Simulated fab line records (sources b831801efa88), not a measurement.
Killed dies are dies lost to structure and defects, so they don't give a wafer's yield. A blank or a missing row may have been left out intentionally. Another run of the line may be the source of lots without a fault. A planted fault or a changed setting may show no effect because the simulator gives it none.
fab line records	flow sky130
record: lots: 11	wafers: 33	lastDay: 50
route steps=708 shown LI_CONTACT@385 CONTACT@430 METAL1@435
lots that met no fault: from a run of the same line without faults
startH: start of the lot's first displayed wafer, in hours after the record's first day	waitH: hours elapsed since this lot's preceding step	" same as the row above	L1.1+2: a row that stands for several wafers	- no value, or no start given	* or withheld: withheld	< > ~ a bound
route shown NAME@n: NAME is a module with steps in the file, n the number in the route of the first one	usual: mean/standard deviation taken from wafers without a fault	same: alike in all rows	chamber/n: place in a boat	sites: per-site readings	_std_site: how widely they spread, as a standard deviation	_edge_site: outer sites' mean less inner sites'	radiusMm: for every site, how far away it sits from the centre of the wafer	mask NAME#n: copy n	behind: the most recent tool/chamber to have shaped the wafer	hold: what put the lot on hold/how long, in hours/how the hold closed	device: the n, p or np transistor that did not switch	end of line: the tests these same wafers got at the end of their route	a step with no rows: only its recipe	killed: dies lost to structure and defects at the first sort, not the wafer's yield	map: per-die view of a wafer (x killed, . not killed, _ where there is no die)
set.NAME: the setting as run; set.NAME@STEP: as run at that earlier step	model.NAME: the simulator's own value behind a step, which no gauge read
a sample of lots followed through the steps of the route, with each step as a table and each wafer as a row
services: when a tool's chamber went out of use (startH, in hours from the record's first day, below 0 if earlier), for how many hours, and the reason
== steps ==
step: SKY_LI_CONTACT_THK_MEAS_23
recipe: thkMeasGauge: xrf	reads: W_of_LI_CONTACT_CVD_21
usual: LI_CONTACT_W_THK: 384/6.3
lot.wafer	tool	chamber	startH	waitH	LI_CONTACT_W_THK[nm]
L808.2	filmMetro-03	-	678.88	0.1	381
L808.3	"	-	"	"	380
L808.5	"	-	"	"	381
L810.3	filmMetro-04	-	690.65	0.1	381
L810.4	"	-	"	"	381
L810.6	"	-	"	"	382
L812.1	filmMetro-04	-	718.84	0.1	375
L812.2	"	-	"	"	371
L812.5	"	-	"	"	367
L813.2	filmMetro-02	-	725.19	0.1	384
L813.3	"	-	"	"	386
L813.6	"	-	"	"	387
L816.3	filmMetro-02	-	751.58	0.1	380
L816.4	"	-	"	"	377
L816.5	"	-	"	"	376
L817.1	filmMetro-02	-	753.60	0.1	389
L817.4	"	-	"	"	387
L817.6	"	-	"	"	387
L822.2	filmMetro-03	-	788.57	0.1	389
L822.4	"	-	"	"	390
L822.5	"	-	"	"	387
L823.2	filmMetro-03	-	792.10	0.1	384
L823.3	"	-	"	"	386
L823.6	"	-	"	"	385
L824.2	filmMetro-03	-	805.80	0.1	395
L824.4	"	-	"	"	394
L824.5	"	-	"	"	393
L825.4	filmMetro-04	-	812.36	0.1	374
L825.5	"	-	"	"	379
L825.6	"	-	"	"	384
L831.1	filmMetro-03	-	849.54	0.1	397
L831.3	"	-	"	"	387
L831.6	"	-	"	"	392
step: SKY_CONTACT_CVD_24
recipe: material: W	targetThkNm: 340	timeS: 102.12	tempC: 400	pressureTorr: 40
usual: heaterPowerW: 854/75
lot.wafer	tool	chamber	startH	waitH	heaterPowerW
L808.2	cvdW-01	0	738.75	0.0	892
L808.3	"	0	"	"	900
L808.5	"	0	"	"	895
L810.3	cvdW-01	0	749.32	0.1	888
L810.4	"	0	"	"	894
L810.6	"	0	"	"	897
L812.1	cvdW-01	1	776.95	0.0	777
L812.2	"	0	"	"	905
L812.5	"	0	"	"	867
L813.2	cvdW-01	0	782.75	0.0	874
L813.3	"	0	"	"	888
L813.6	"	0	"	"	900
L816.3	cvdW-01	1	807.94	0.1	799
L816.4	"	0	"	"	883
L816.5	"	1	"	"	784
L817.1	cvdW-02	0	809.25	0.0	803
L817.4	"	0	"	"	815
L817.6	"	1	"	"	1015
L822.2	cvdW-01	0	845.10	0.0	877
L822.4	"	1	"	"	767
L822.5	"	1	"	"	778
L823.2	cvdW-01	0	847.22	0.0	906
L823.3	"	0	"	"	897
L823.6	"	1	"	"	769
L824.2	cvdW-01	0	859.27	0.0	886
L824.4	"	1	"	"	802
L824.5	"	1	"	"	780
L825.4	cvdW-01	0	867.09	0.1	909
L825.5	"	0	"	"	899
L825.6	"	1	"	"	772
L831.1	cvdW-02	0	904.80	0.0	826
L831.3	"	1	"	"	1029
L831.6	"	1	"	"	1040
step: SKY_CONTACT_RS_MEAS_25
recipe: thkMeasGauge: four-point-probe	reads: W_of_CONTACT_CVD_24+TiN_of_CONTACT_SPUTTER_23
usual: CONTACT_W_RS: 0.339/0.0054
lot.wafer	tool	chamber	startH	waitH	CONTACT_W_RS[ohm/sq]
L808.2	filmMetro-02	-	738.88	0.1	0.334
L808.3	"	-	"	"	0.336
L808.5	"	-	"	"	0.336
L810.3	filmMetro-01	-	749.51	0.2	0.339
L810.4	"	-	"	"	0.344
L810.6	"	-	"	"	0.341
L812.1	filmMetro-04	-	777.06	0.1	0.342
L812.2	"	-	"	"	0.331
L812.5	"	-	"	"	0.333
L813.2	filmMetro-02	-	782.88	0.1	0.333
L813.3	"	-	"	"	0.337
L813.6	"	-	"	"	0.336
L816.3	filmMetro-01	-	808.05	0.1	0.345
L816.4	"	-	"	"	0.336
L816.5	"	-	"	"	0.342
L817.1	filmMetro-04	-	809.36	0.1	0.334
L817.4	"	-	"	"	0.336
L817.6	"	-	"	"	0.342
L822.2	filmMetro-01	-	845.23	0.1	0.334
L822.4	"	-	"	"	0.341
L822.5	"	-	"	"	0.342
L823.2	filmMetro-01	-	847.35	0.1	0.343
L823.3	"	-	"	"	0.248
L823.6	"	-	"	"	0.353
L824.2	filmMetro-02	-	859.40	0.1	0.338
L824.4	"	-	"	"	0.248
L824.5	"	-	"	"	0.249
L825.4	filmMetro-04	-	867.23	0.1	0.245
L825.5	"	-	"	"	0.244
L825.6	"	-	"	"	0.348
L831.1	filmMetro-02	-	904.91	0.1	0.340
L831.3	"	-	"	"	0.337
L831.6	"	-	"	"	0.340
step: SKY_CONTACT_THK_MEAS_26
recipe: thkMeasGauge: xrf	reads: W_of_CONTACT_CVD_24
usual: CONTACT_W_THK: 328/5.6
lot.wafer	tool	chamber	startH	waitH	CONTACT_W_THK[nm]
L808.2	filmMetro-02	-	738.99	0.1	331
L808.3	"	-	"	"	331
L808.5	"	-	"	"	330
L810.3	filmMetro-01	-	749.61	0.1	328
L810.4	"	-	"	"	326
L810.6	"	-	"	"	329
L812.1	filmMetro-04	-	777.18	0.1	324
L812.2	"	-	"	"	333
L812.5	"	-	"	"	330
L813.2	filmMetro-02	-	782.99	0.1	333
L813.3	"	-	"	"	330
L813.6	"	-	"	"	330
L816.3	filmMetro-01	-	808.15	0.1	325
L816.4	"	-	"	"	333
L816.5	"	-	"	"	326
L817.1	filmMetro-04	-	809.48	0.1	331
L817.4	"	-	"	"	328
L817.6	"	-	"	"	323
L822.2	filmMetro-01	-	845.34	0.1	329
L822.4	"	-	"	"	325
L822.5	"	-	"	"	324
L823.2	filmMetro-01	-	847.46	0.1	323
L823.3	"	-	"	"	438
L823.6	"	-	"	"	316
L824.2	filmMetro-02	-	859.51	0.1	326
L824.4	"	-	"	"	441
L824.5	"	-	"	"	436
L825.4	filmMetro-04	-	867.32	0.1	449
L825.5	"	-	"	"	451
L825.6	"	-	"	"	322
L831.1	filmMetro-02	-	905.03	0.1	325
L831.3	"	-	"	"	329
L831.6	"	-	"	"	325
step: SKY_CONTACT_CMP_27
recipe: stopOn: SiO2	tOverpolishS: 15	downForcePsi: 3.5	platenRpm: 60	targetThkNm: 0	padVelocityMS: 0.94248
usual: headPressurePsi: 3.501/0.0085	motorCurrentA: 10.6/0.77	timeToEndpointS: 84/4
lot.wafer	tool	chamber	startH	waitH	headPressurePsi	motorCurrentA	timeToEndpointS
L808.2	cmp-02	1	739.04	0.0	3.500	11.1	89
L808.3	"	3	"	"	3.507	10.3	90
L808.5	"	1	"	"	3.509	11.3	91
L810.3	cmp-02	2	749.70	0.1	3.526	11.1	88
L810.4	"	0	"	"	3.497	9.8	79
L810.6	"	2	"	"	3.521	10.9	87
L812.2	cmp-02	0	777.24	0.0	3.484	9.7	83
L812.1	"	3	"	"	3.492	11.1	86
L812.5	"	0	"	"	3.501	9.8	77
L813.3	cmp-02	1	783.04	0.0	3.508	11.0	86
L813.2	"	0	"	"	3.495	9.6	83
L813.6	"	2	"	"	3.506	10.5	83
L816.4	cmp-02	0	808.29	0.1	3.509	10.0	82
L816.3	"	1	"	"	3.498	11.2	87
L816.5	"	3	"	"	3.495	10.6	90
L817.1	cmp-02	2	809.64	0.2	3.496	12.2	87
L817.4	"	3	"	"	3.496	10.7	91
L817.6	"	0	"	"	3.506	9.5	81
L822.4	cmp-01	3	845.39	0.0	3.481	11.1	80
L822.2	"	2	"	"	3.509	9.8	87
L822.5	"	0	"	"	3.506	10.9	82
L823.3	cmp-01	1	847.51	0.0	3.492	9.4	108
L823.2	"	0	"	"	3.505	11.6	82
L823.6	"	1	"	"	3.503	9.6	79
L824.2	cmp-01	2	859.56	0.0	3.486	10.0	85
L824.4	"	1	"	"	3.503	9.7	110
L824.5	"	3	"	"	3.504	11.1	109
L825.4	cmp-02	0	867.35	0.0	3.497	9.4	112
L825.5	"	0	"	"	3.484	9.4	112
L825.6	"	1	"	"	3.507	11.1	88
L831.1	cmp-02	3	905.09	0.1	3.499	10.7	86
L831.3	"	2	"	"	3.496	11.1	83
L831.6	"	3	"	"	3.517	10.6	86
step: SKY_METAL1_SPUTTER_01
recipe: material: TiN	targetThkNm: 20	powerW: 6500	timeS: 16.7	chamberPressurePa: 0.4
usual: throttleValvePct: 30.0/0.91
lot.wafer	tool	chamber	startH	waitH	throttleValvePct
L808.2	pvdSputter-02	-	739.36	0.0	28.6
L808.3	"	-	"	"	29.1
L808.5	"	-	"	"	31.1
L810.3	pvdSputter-03	-	749.97	0.0	29.2
L810.4	"	-	"	"	31.2
L810.6	"	-	"	"	29.9
L812.1	pvdSputter-03	-	777.56	0.0	30.2
L812.2	"	-	"	"	29.0
L812.5	"	-	"	"	29.1
L813.2	pvdSputter-03	-	783.36	0.0	31.1
L813.3	"	-	"	"	29.1
L813.6	"	-	"	"	29.3
L816.3	pvdSputter-03	-	808.51	0.0	29.6
L816.4	"	-	"	"	29.1
L816.5	"	-	"	"	31.4
L817.1	pvdSputter-01	-	809.88	0.0	28.7
L817.4	"	-	"	"	29.6
L817.6	"	-	"	"	29.8
L822.2	pvdSputter-03	-	845.72	0.0	31.4
L822.4	"	-	"	"	30.3
L822.5	"	-	"	"	28.8
L823.2	pvdSputter-03	-	847.83	0.0	31.0
L823.3	"	-	"	"	30.2
L823.6	"	-	"	"	31.4
L824.2	pvdSputter-02	-	859.88	0.0	31.4
L824.4	"	-	"	"	28.6
L824.5	"	-	"	"	28.5
L825.4	pvdSputter-02	-	867.67	0.0	31.3
L825.5	"	-	"	"	30.7
L825.6	"	-	"	"	29.6
L831.1	pvdSputter-01	-	905.41	0.0	28.9
L831.3	"	-	"	"	31.0
L831.6	"	-	"	"	29.6
step: SKY_METAL1_ETCH_18
recipe: chemistry: N2/H2	target: BARC	ionEnergyEv: 200	biasW: 100	pressureMtorr: 30	n2FlowSccm: 100	h2FlowSccm: 200	icpW: 500	stopOn: SiO2	timeS: 45.9	targetDepthA: 600
usual: drypumpMotorCurrentA: 5.6/0.32	oesProductAu: 0.855/0.0047	throttleValvePct: 13.225/0.0091
lot.wafer	tool	chamber	startH	waitH	drypumpMotorCurrentA	oesProductAu	rfHoursCounterH	throttleValvePct
L808.2	rieMetal-02	0	766.71	0.0	6.0	0.861	9	13.215
L808.3	"	1	"	"	5.7	0.860	-	13.207
L808.5	"	1	"	"	5.7	0.845	-	13.234
L810.3	rieMetal-02	1	777.42	0.0	5.7	0.857	-	13.228
L810.4	"	0	"	"	6.0	0.850	-	13.213
L810.6	"	1	"	"	5.7	0.859	-	13.227
L812.1	rieMetal-04	1	804.66	0.0	5.0	0.867	4	13.229
L812.2	"	0	"	"	5.7	0.865	7	13.223
L812.5	"	0	"	"	5.7	0.866	-	13.230
L813.2	rieMetal-04	1	809.60	0.0	5.0	0.860	4	13.230
L813.3	"	0	"	"	5.6	0.857	-	13.221
L813.6	"	0	"	"	5.6	0.858	-	13.222
L816.3	rieMetal-01	1	835.23	0.0	5.7	0.851	-	13.232
L816.4	"	0	"	"	5.3	0.857	-	13.216
L816.5	"	1	"	"	5.7	0.854	-	13.226
L817.1	rieMetal-04	0	836.16	0.0	5.6	0.864	8	13.221
L817.4	"	1	"	"	5.0	0.861	-	13.228
L817.6	"	0	"	"	5.6	0.852	-	13.223
L822.2	rieMetal-02	0	872.15	0.0	6.0	0.859	13	13.228
L822.4	"	0	"	"	6.0	0.857	-	13.218
L822.5	"	1	"	"	5.7	0.855	-	13.234
L823.2	rieMetal-02	0	873.86	0.0	6.0	0.856	13	13.233
L823.3	"	0	"	"	5.9	0.856	-	13.217
L823.6	"	0	"	"	5.9	0.852	-	13.205
L824.2	rieMetal-02	1	886.20	0.0	5.7	0.854	2	13.231
L824.4	"	1	"	"	5.7	0.853	-	13.217
L824.5	"	1	"	"	5.7	0.856	-	13.218
L825.4	rieMetal-01	1	894.28	0.0	5.7	0.855	-	13.231
L825.5	"	1	"	"	5.7	0.857	-	13.247
L825.6	"	0	"	"	5.3	0.855	-	13.231
L831.1	rieMetal-02	0	930.75	0.0	6.0	0.857	16	13.222
L831.3	"	1	"	"	5.7	0.858	-	13.224
L831.6	"	1	"	"	5.7	0.851	-	13.234
== services ==
tool	chamber	startH	hours	kind
cmp-01	-	721.88	2.1	repair
pvdSputter-03	-	727.53	9.2	repair
rieMetal-02	1	741.22	14.1	repair
rieMetal-01	-	743.29	0.3	repair
cmp-02	-	744.00	4.0	pm
cvdW-01	1	748.42	14.6	repair
cmp-01	-	754.79	1.3	repair
rieMetal-01	0	767.54	4.8	repair
cvdW-02	-	776.91	1.5	repair
cmp-02	-	790.68	0.4	repair
rieMetal-02	-	794.70	14.6	pm
rieMetal-01	-	794.96	4.0	pm
cmp-01	-	802.97	4.3	repair
cmp-02	-	815.23	2.9	pm
cmp-02	-	844.32	3.1	repair
cmp-01	-	853.38	0.8	repair
cmp-01	-	860.90	0.3	repair
rieMetal-01	-	864.21	2.8	pm
cvdW-01	1	870.33	4.2	repair
rieMetal-04	-	877.64	1.4	repair
cvdW-02	-	890.33	4.3	pm
cvdW-01	-	904.00	14.0	pm
pvdSputter-02	-	906.03	3.3	repair
cmp-01	-	912.00	4.0	pm
== key ==
firstSign: step: SKY_CONTACT_RS_MEAS_25	reading: CONTACT_W_RS	direction: down	sigmas: 17	usual: 0.339	struck: 0.247
effect: step: SKY_CONTACT_THK_MEAS_26	reading: CONTACT_W_THK	direction: up	sigmas: 21	usual: 328	struck: 443
effect: step: SKY_CONTACT_CMP_27	reading: timeToEndpointS	direction: up	sigmas: 6.5	usual: *	struck: *
metAt SKY_CONTACT_CVD_24
struckLots L823,L824,L825
struckWafers L823.3,L824.4,L824.5,L825.4,L825.5
testerLeftOut L823,L824,L825
notActingAt SKY_LI_CONTACT_THK_MEAS_23,SKY_METAL1_SPUTTER_01,SKY_METAL1_ETCH_18
onsetBetween 845.10 847.22
fault: kind: processParameterDrift	tool: cvdW-01	chamber: -	onsetH: 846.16	steps: SKY_CONTACT_CVD_24	channel: targetThkNm	offset: 127.4	shape: step	endH: 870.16	scope: struckWafersOnly	actsIn: theseRecipesOnly	stated: 340
testerLeftOut: of these lots the tester's yield and bins aren't shown, on N5 and GAA mostly nor the transistor test; their killed dies are dies lost to structure and defects alone, not to doping, threshold or leakage, so they don't give the yield
